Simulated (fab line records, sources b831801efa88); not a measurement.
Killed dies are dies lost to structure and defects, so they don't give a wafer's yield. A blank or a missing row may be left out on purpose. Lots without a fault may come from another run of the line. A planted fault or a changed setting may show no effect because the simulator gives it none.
Chamber matching | flow sky130 | SKY_VIA3_CMP_24 on cmp-01: 4 sister chambers
The step polishes, stops on SiO2, t overpolish 20 s, target thk 0 nm. 14 wafers are shown with their chamber, then 6 later ones without.

WAFERS WITH THEIR CHAMBER
wafer  | chamber | motor_current_A (A) | overpolish_run_s (s) | time_to_endpoint_s (s)
L535.3 | 3       | 11.5                | 20.007               | 90
L535.4 | 2       | 10.0                | 19.988               | 90
L535.6 | 1       | 12.5                | 20.010               | 91
L537.3 | 3       | 11.4                | 19.986               | 90
L537.4 | 2       | 10.5                | 19.997               | 93
L537.6 | 3       | 11.1                | 19.999               | 88
L538.1 | 3       | 10.8                | 19.997               | 94
L538.4 | 2       | 9.9                 | 20.013               | 98
L550.1 | 0       | 10.5                | 19.990               | 96
L550.5 | 1       | 11.9                | 20.008               | 97
L550.6 | 2       | 9.9                 | 19.990               | 98
L551.1 | 0       | 9.9                 | 19.997               | 95
L551.3 | 1       | 11.8                | 20.018               | 95
L551.6 | 2       | 10.3                | 20.021               | 96

SIGNATURES (means of the wafers above)
reading            | chamber 0 | chamber 1 | chamber 2 | chamber 3 | scatter within a chamber
motor_current_A    | 10.200    | 12.067    | 10.120    | 11.200    | 0.325
overpolish_run_s   | 19.99350  | 20.01200  | 20.00180  | 19.99725  | 0.0107
time_to_endpoint_s | 95.50     | 94.33     | 95.00     | 90.50     | 2.94
Rule: a wafer's distance from a chamber is the root of the sum, over the readings, of the square of ((its reading less the chamber's mean) divided by the reading's scatter). The wafer belongs to the nearest chamber; if the next one is less than 2 further off, it can't be placed. The scatter: the root of (the sum of the squares of (reading less its chamber's mean) over the shown wafers, divided by (wafers less chambers)).

WAFERS WITHOUT THEIR CHAMBER
wafer  | motor_current_A (A) | overpolish_run_s (s) | time_to_endpoint_s (s)
L556.1 | 9.8                 | 19.984               | 99
L556.4 | 10.6                | 20.020               | 91
L556.6 | 12.2                | 20.006               | 94
L557.2 | 11.1                | 20.002               | 94
L557.5 | 12.0                | 19.990               | 96
L557.6 | 10.4                | 19.990               | 97

WHICH CHAMBER EACH WENT THROUGH
wafer  | from the rows above               | in truth
L556.1 | can't be placed: 0 or 2           | 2
L556.4 | can't be placed: 2 or 3 or 0      | 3
L556.6 | 1                                 | 1
L557.2 | can't be placed: 3 or 0 or 2 or 1 | 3
L557.5 | can't be placed: 1 or 3           | 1
L557.6 | can't be placed: 0 or 2           | 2
Placed correctly: 1 of 6. Can't be placed from these rows: 5 (the true chamber is among the candidates in 5). Placed wrongly: 0.
